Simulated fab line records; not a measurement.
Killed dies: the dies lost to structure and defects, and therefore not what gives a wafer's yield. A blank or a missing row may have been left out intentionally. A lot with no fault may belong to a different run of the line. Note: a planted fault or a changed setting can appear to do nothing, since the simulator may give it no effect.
Chamber matching | flow gf180mcu | GF_V3_CVD_00 on hdpcvd-01 has 3 sister chambers
The step deposits SiO2, target thk 600 nm, time 100 s. 3 wafers are shown with their chamber, then 9 later ones without.

## WAFERS, EACH WITH ITS CHAMBER
wafer  | chamber | run length s (s)
L435.6 | 1       | 127.8
L437.3 | 0       | 127.8
L437.5 | 2       | 127.9

## WAFERS MISSING THEIR CHAMBER
wafer  | run length s (s)
L438.2 | 127.6
L438.3 | 128.0
L438.6 | 127.8
L439.4 | 127.8
L439.5 | 127.2
L439.6 | 128.0
L440.2 | 127.2
L440.3 | 127.5
L440.6 | 127.8

## WHICH CHAMBER EACH WENT THROUGH
wafer  | from the rows above          | in truth
L438.2 | can't be placed: 0 or 1 or 2 | 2
L438.3 | can't be placed: 2 or 0 or 1 | 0
L438.6 | can't be placed: 0 or 1 or 2 | 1
L439.4 | can't be placed: 0 or 1 or 2 | 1
L439.5 | can't be placed: 0 or 1 or 2 | 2
L439.6 | can't be placed: 2 or 0 or 1 | 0
L440.2 | can't be placed: 0 or 1 or 2 | 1
L440.3 | can't be placed: 0 or 1 or 2 | 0
L440.6 | can't be placed: 0 or 1 or 2 | 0
0 of 9 placed correctly. Unplaceable from these rows: 9, with the true chamber sitting among the candidates in 9. Placed wrongly: 0.
How it was worked out, from the rows above alone: a wafer's distance from a chamber is the root of the sum, over the readings, of the square of ((its reading less the chamber's mean) divided by the reading's scatter). If the next closest chamber is less than 2 further off than the closest, the wafer can't be placed; otherwise it belongs to the closest. A chamber's mean is the mean of its shown wafers. The scatter: root of mean squared gap, hidden wafer to nearest shown wafer, with one shown wafer a chamber.
